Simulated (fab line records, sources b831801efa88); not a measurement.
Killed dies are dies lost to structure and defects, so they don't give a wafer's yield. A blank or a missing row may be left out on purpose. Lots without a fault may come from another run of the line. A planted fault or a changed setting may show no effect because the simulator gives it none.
Chamber matching | flow sky130 | SKY_VIA3_CMP_02 on cmp-01: 4 sister chambers
The step polishes SiO2. 8 wafers are shown with their chamber, then 8 later ones without.

WAFERS WITH THEIR CHAMBER
wafer  | chamber | motor_current_A (A) | retaining_ring_pressure_frac
L336.1 | 2       | 11.9                | 0.999
L336.6 | 0       | 10.5                | 1.001
L337.2 | 3       | 11.8                | 1.004
L337.4 | 0       | 11.2                | 1.002
L338.2 | 3       | 11.5                | 1.006
L338.3 | 1       | 14.7                | 0.990
L338.5 | 2       | 11.4                | 1.002
L347.3 | 1       | 14.2                | 0.994

WAFERS WITHOUT THEIR CHAMBER
wafer  | motor_current_A (A) | retaining_ring_pressure_frac
L347.5 | 10.6                | 1.002
L347.6 | 12.5                | 1.008
L348.1 | 12.3                | 0.991
L348.2 | 12.1                | 1.002
L348.4 | 13.7                | 1.008
L350.3 | 14.7                | 1.010
L350.5 | 14.4                | 1.005
L350.6 | 12.0                | 1.000

WHICH CHAMBER EACH WENT THROUGH
wafer  | from the rows above          | in truth
L347.5 | 0                            | 0
L347.6 | can't be placed: 3 or 2      | 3
L348.1 | can't be placed: 2 or 1 or 0 | 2
L348.2 | can't be placed: 2 or 3 or 0 | 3
L348.4 | can't be placed: 3 or 2      | 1
L350.3 | can't be placed: 3 or 1 or 2 | 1
L350.5 | can't be placed: 1 or 3 or 2 | 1
L350.6 | can't be placed: 2 or 3      | 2
Placed correctly: 1 of 8. Can't be placed from these rows: 7 (the true chamber is among the candidates in 6). Placed wrongly: 0.
How it was worked out, from the rows above alone: a wafer's distance from a chamber is the root of the sum, over the readings, of the square of ((its reading less the chamber's mean) divided by the reading's scatter). The wafer belongs to the nearest chamber; if the next one is less than 2 further off, it can't be placed. A chamber's mean is the mean of its shown wafers. The scatter: the root of (the sum of the squares of (reading less its chamber's mean) over the shown wafers, divided by (wafers less chambers)).
